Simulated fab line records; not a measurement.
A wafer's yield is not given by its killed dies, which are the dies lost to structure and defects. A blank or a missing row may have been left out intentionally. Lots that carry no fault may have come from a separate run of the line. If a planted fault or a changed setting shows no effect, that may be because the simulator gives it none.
The tool behind it: which one? ; flow gf180mcu ; 24 lots with 72 wafers sampled at 6 steps, on a route of 602 steps

== WHAT EACH GAUGE READ, for each wafer ==
GF_V1_THK_MEAS_01. Usual: V1_CVD_00_THK gives 597 nm (standard deviation 6.5).
lot;measured;on;V1_CVD_00_THK (nm);flag
L074;day 17 11:12;filmMetro-02;587 583 598;
L075;day 17 19:22;filmMetro-02;598 587 598;
L076;day 18 04:27;filmMetro-01;591 593 605;
L077;day 18 07:14;filmMetro-02;594 588 587;
L078;day 18 23:17;filmMetro-01;598 604 607;
L079;day 19 03:44;filmMetro-01;602 593 595;
L080;day 19 15:37;filmMetro-03;596 598 605;
L081;day 19 23:24;filmMetro-03;587 591 595;
L082;day 20 06:07;filmMetro-03;601 605 597;
L083;day 20 10:49;filmMetro-01;599 591 595;
L084;day 21 00:40;filmMetro-01;595 591 594;
L085;day 21 05:53;filmMetro-01;600 604 592;
L086;day 21 16:11;filmMetro-01;597 602 596;
L087;day 22 01:06;filmMetro-01;593 595 598;
L088;day 22 11:01;filmMetro-02;600 597 610;
L089;day 22 22:46;filmMetro-02;597 606 598;
L090;day 23 05:25;filmMetro-01;595 594 593;
L091;day 23 11:57;filmMetro-01;600 604 596;
L092;day 23 17:53;filmMetro-02;588 601 591;
L093;day 24 03:09;filmMetro-01;589 595 595;
L094;day 24 06:24;filmMetro-01;596 603 586;
L095;day 24 14:35;filmMetro-01;599 595 603;
L096;day 25 09:41;filmMetro-01;594 596 594;
L097;day 25 11:49;filmMetro-01;611 603 595;

GF_V3_BOW_MEAS_05. Usual: V3_BOW gives 116 um (standard deviation 8.8).
lot;measured;on;V3_BOW (um);flag
L074;day 21 18:22;filmMetro-03;126 120 128;
L075;day 22 03:35;filmMetro-03;108 117 108;
L076;day 22 12:22;filmMetro-02;110 111 113;
L077;day 22 13:40;filmMetro-01;123 123 127;
L078;day 23 06:12;filmMetro-03;121 129 110;
L079;day 23 09:57;filmMetro-03;131 135 132;
L080;day 23 21:49;filmMetro-03;117 113 124;
L081;day 24 04:47;filmMetro-01;110 101 108;
L082;day 24 10:19;filmMetro-01;102 110 100;
L083;day 24 13:49;filmMetro-01;107 114 114;
L084;day 25 03:20;filmMetro-03;126 123 123;
L085;day 25 06:56;filmMetro-02;119 113 109;
L086;day 25 16:47;filmMetro-01;112 120 107;
L087;day 25 23:52;filmMetro-02;103 109 107;
L088;day 26 09:43;filmMetro-01;112 122 115;
L089;day 26 21:12;filmMetro-03;135 133 122;
L090;day 27 03:41;filmMetro-01;130 124 116;
L091;day 27 08:13;filmMetro-01;106 93 110;
L092;day 27 14:26;filmMetro-01;120 127 111;
L093;day 28 00:23;filmMetro-02;94 100 99;
L094;day 28 02:20;filmMetro-02;110 103 110;
L095;day 28 07:53;filmMetro-01;117 115 114;
L096;day 29 02:34;filmMetro-03;126 122 120;
L097;day 29 04:06;filmMetro-02;117 119 116;

GF_V4_CD_MEAS_14 targets a cd of 260 nm. Usual: 259.9 nm for cdNm, sd 1.1.
lot;measured;on;cdNm (nm);flag
L074;day 24 17:56;cdSem-02;259.5 260.8 260.8;
L075;day 25 02:58;cdSem-01;260.7 261.3 261.1;
L076;day 25 11:08;cdSem-02;258.8 258.1 258.8;
L077;day 25 11:29;cdSem-01;260.2 260.2 260.6;
L078;day 26 03:37;cdSem-02;259.0 257.8 259.0;
L079;day 26 05:49;cdSem-02;260.3 260.8 261.1;
L080;day 26 17:08;cdSem-01;261.4 261.2 261.2;
L081;day 27 01:03;cdSem-02;259.1 258.8 259.1;
L082;day 27 05:26;cdSem-02;258.1 259.8 260.0;
L083;day 27 08:32;cdSem-01;260.2 260.7 260.1;
L084;day 27 21:10;cdSem-02;260.3 260.2 260.7;
L085;day 28 02:06;cdSem-01;260.5 259.2 258.8;
L086;day 28 09:22;cdSem-01;260.6 260.4 259.9;
L087;day 28 14:57;cdSem-02;261.3 261.2 260.7;
L088;day 29 00:44;cdSem-02;257.4 257.6 257.8;
L089;day 29 10:44;cdSem-02;259.5 261.2 260.2;
L090;day 29 20:24;cdSem-01;261.4 260.3 261.4;
L091;day 29 22:26;cdSem-02;258.7 258.1 259.1;
L092;day 30 02:52;cdSem-02;258.0 258.2 259.6;
L093;day 30 12:55;cdSem-02;260.5 260.5 261.8;
L094;day 30 14:08;cdSem-02;259.9 259.8 259.2;
L095;day 30 20:13;cdSem-01;259.3 259.1 260.0;
L096;day 31 14:11;cdSem-01;260.1 259.9 260.1;
L097;day 31 14:59;cdSem-02;260.0 259.7 260.5;

GF_V4_THK_MEAS_25: measures by xrf. Usual: V4_W_THK gives 342 nm (standard deviation 4.1).
lot;measured;on;V4_W_THK (nm);flag
L074;day 24 19:05;filmMetro-03;344 341 341;
L075;day 25 04:07;filmMetro-04;338 348 339;
L076;day 25 12:17;filmMetro-04;341 339 341;
L077;day 25 12:40;filmMetro-03;342 342 345;
L078;day 26 04:45;filmMetro-04;345 344 347;
L079;day 26 07:04;filmMetro-02;336 336 334;
L080;day 26 18:16;filmMetro-04;346 348 345;
L081;day 27 02:14;filmMetro-02;342 341 340;
L082;day 27 06:38;filmMetro-03;344 339 341;
L083;day 27 09:40;filmMetro-03;337 342 339;
L084;day 27 22:22;filmMetro-04;338 339 346;
L085;day 28 03:15;filmMetro-04;341 338 343;
L086;day 28 10:32;filmMetro-04;342 340 341;
L087;day 28 16:05;filmMetro-03;337 340 346;
L088;day 29 02:01;filmMetro-02;332 336 334;
L089;day 29 11:55;filmMetro-04;341 343 342;
L090;day 29 21:33;filmMetro-04;345 345 344;
L091;day 29 23:34;filmMetro-02;331 334 332;
L092;day 30 04:01;filmMetro-04;347 343 346;
L093;day 30 14:04;filmMetro-03;340 341 342;
L094;day 30 15:17;filmMetro-03;346 348 351;
L095;day 30 21:23;filmMetro-03;343 346 342;
L096;day 31 15:22;filmMetro-03;349 350 345;
L097;day 31 16:08;filmMetro-03;344 344 342;

GF_PASSIVATION_THK_MEAS_03. Usual: PASSIVATION_CVD_02_THK gives 706 nm (standard deviation 8.9).
lot;measured;on;PASSIVATION_CVD_02_THK (nm);flag
L074;day 28 11:02;filmMetro-02;705 693 719;
L075;day 28 19:41;filmMetro-02;699 711 700;
L076;day 29 02:59;filmMetro-02;692 694 697;
L077;day 29 02:41;filmMetro-02;706 701 715;
L078;day 29 17:42;filmMetro-04;700 710 718;
L079;day 29 19:21;filmMetro-02;689 712 708;
L080;day 30 06:34;filmMetro-04;714 715 723;
L081;day 30 17:23;filmMetro-04;707 711 723;
L082;day 30 18:20;filmMetro-04;711 714 721;
L083;day 30 20:17;filmMetro-02;714 718 710;
L084;day 31 08:09;filmMetro-03;707 705 721;
L085;day 31 10:42;filmMetro-03;701 701 705;
L086;day 31 19:23;filmMetro-03;700 698 707;
L087;day 31 22:07;filmMetro-02;694 712 722;
L088;day 32 08:48;filmMetro-02;694 721 711;
L089;day 32 16:32;filmMetro-03;698 708 711;
L090;day 33 00:32;filmMetro-02;706 704 716;
L091;day 33 02:22;filmMetro-04;705 705 717;
L092;day 33 05:59;filmMetro-02;699 703 712;
L093;day 33 15:28;filmMetro-04;693 700 702;
L094;day 33 16:43;filmMetro-03;693 688 697;
L095;day 33 22:10;filmMetro-03;694 686 720;
L096;day 34 12:26;filmMetro-03;708 711 720;
L097;day 34 13:21;filmMetro-02;695 704 706;

== WHICH TOOL RAN EACH LOT (tool, then ch and the chambers of the sampled wafers, then the start) ==
lot;GF_V5_CVD_23
L074;cvdW-01 ch 0,1, day 27 13:19
L075;cvdW-02 ch 0,1, day 27 21:30
L076;cvdW-02 ch 1, day 28 05:50
L077;cvdW-01 ch 0,1, day 28 05:31
L078;cvdW-01 ch 1, day 28 20:38
L079;cvdW-02 ch 0,1, day 28 22:52
L080;cvdW-02 ch 0,1, day 29 09:00
L081;cvdW-01 ch 0,1, day 29 21:12
L082;cvdW-02 ch 0,1, day 29 22:00
L083;cvdW-01 ch 0,1, day 29 23:20
L084;cvdW-02 ch 0,1, day 30 11:25
L085;cvdW-01 ch 0, day 30 14:43
L086;cvdW-01 ch 0,1, day 30 22:49
L087;cvdW-02 ch 1, day 31 02:42
L088;cvdW-01 ch 0,1, day 31 14:16
L089;cvdW-02 ch 0,1, day 31 22:01
L090;cvdW-01 ch 0,1, day 32 06:25
L091;cvdW-01 ch 0,1, day 32 07:54
L092;cvdW-01 ch 0,1, day 32 11:47
L093;cvdW-01 ch 0,1, day 32 21:40
L094;cvdW-02 ch 0,1, day 32 22:58
L095;cvdW-01 ch 0,1, day 33 04:09
L096;cvdW-02 ch 0,1, day 33 18:58
L097;cvdW-01 ch 0,1, day 33 20:32
- GF_V5_CVD_23: deposits W, target thk 350 nm, time 104.9 s.

== AS READ BY THE TOOLS THEMSELVES (means over the sampled wafers that have a number; for cases with no such wafer, the mark the record gives instead) ==
GF_V5_CVD_23. Usual: 823 W for heaterPowerW, sd 37.
lot;tool;heaterPowerW (W);flag
L074;cvdW-01;822;
L075;cvdW-02;799;
L076;cvdW-02;762;
L077;cvdW-01;840;
L078;cvdW-01;847;
L079;cvdW-02;791;
L080;cvdW-02;804;
L081;cvdW-01;840;
L082;cvdW-02;780;
L083;cvdW-01;824;
L084;cvdW-02;828;
L085;cvdW-01;816;
L086;cvdW-01;835;
L087;cvdW-02;753;
L088;cvdW-01;817;
L089;cvdW-02;807;
L090;cvdW-01;813;
L091;cvdW-01;839;
L092;cvdW-01;851;
L093;cvdW-01;818;
L094;cvdW-02;837;
L095;cvdW-01;817;
L096;cvdW-02;832;
L097;cvdW-01;840;

== THE ANSWER, worked out from the rows above alone ==
Rule: a lot counts as off when the mean over its wafers that have a number is more than 3 standard deviations away from the usual mean. Also off: a lot with no number at a reading for which 4 or more lots have one. Where the step has rows for the other lots, those lots are counted as sound. Order of review: gauges by route order, followed by the tools' own readings, for which a lot's mean as printed above is used. The first step at which some lot is off is used, and at that step the reading that is off furthest; a lot without a number counts as furthest.
Nothing can be told from this: no lot is off at any reading shown.

== WHAT THE SIMULATOR HAD INSERTED ==
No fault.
